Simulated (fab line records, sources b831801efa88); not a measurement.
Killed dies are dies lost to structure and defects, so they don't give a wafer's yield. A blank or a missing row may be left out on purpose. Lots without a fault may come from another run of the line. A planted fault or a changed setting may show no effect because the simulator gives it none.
Which tool did it? | flow sky130 | 10 lots, 30 wafers sampled, at 1 step of a route of 708

WHAT THE GAUGES READ, wafer by wafer
SKY_VIA3_THK_MEAS_01.
lot  | measured     | on            | VIA3_HDPCVD_THK (nm)
L377 | day 37 18:39 | film_metro-01 | 1651 1643 1644
L380 | day 39 03:20 | film_metro-02 | 1660 1645 1643
L383 | day 40 10:31 | film_metro-02 | 1656 1621 1634
L385 | day 41 02:14 | film_metro-04 | 1657 1640 1626
L389 | day 41 22:40 | film_metro-04 | 1645 1630 1661
L392 | day 43 16:08 | film_metro-04 | 1642 1623 1623
L395 | day 43 16:20 | film_metro-04 | 1623 1662 1664
L399 | day 45 07:07 | film_metro-04 | 1664 1647 1668
L398 | day 45 08:11 | film_metro-04 | 1649 1607 1638
L400 | day 45 12:16 | film_metro-01 | 1640 1630 1674

WHICH TOOL RAN EACH LOT (tool, then ch and the chambers of the sampled wafers, then the start)
The record holds no process step before these readings.

THE ANSWER, worked out from the rows above alone
Rule: what is usual is taken from the lots themselves. Put in order of their means at a reading, lots are off if they are a third of the lots or fewer, leave a main group of 4 or more, and stand apart from it by a gap of 3 or more times the standard deviation of the main group's means; of several such gaps the widest counts. A main group whose means are all the same, to the digits that the tables above print for the reading, isn't used. A lot without any number at a reading at which 4 lots or more have one is off too. The other lots that the step has rows for count as sound.
No lot is off at any reading shown: from this, nothing can be told.

WHAT THE SIMULATOR HAD PUT IN
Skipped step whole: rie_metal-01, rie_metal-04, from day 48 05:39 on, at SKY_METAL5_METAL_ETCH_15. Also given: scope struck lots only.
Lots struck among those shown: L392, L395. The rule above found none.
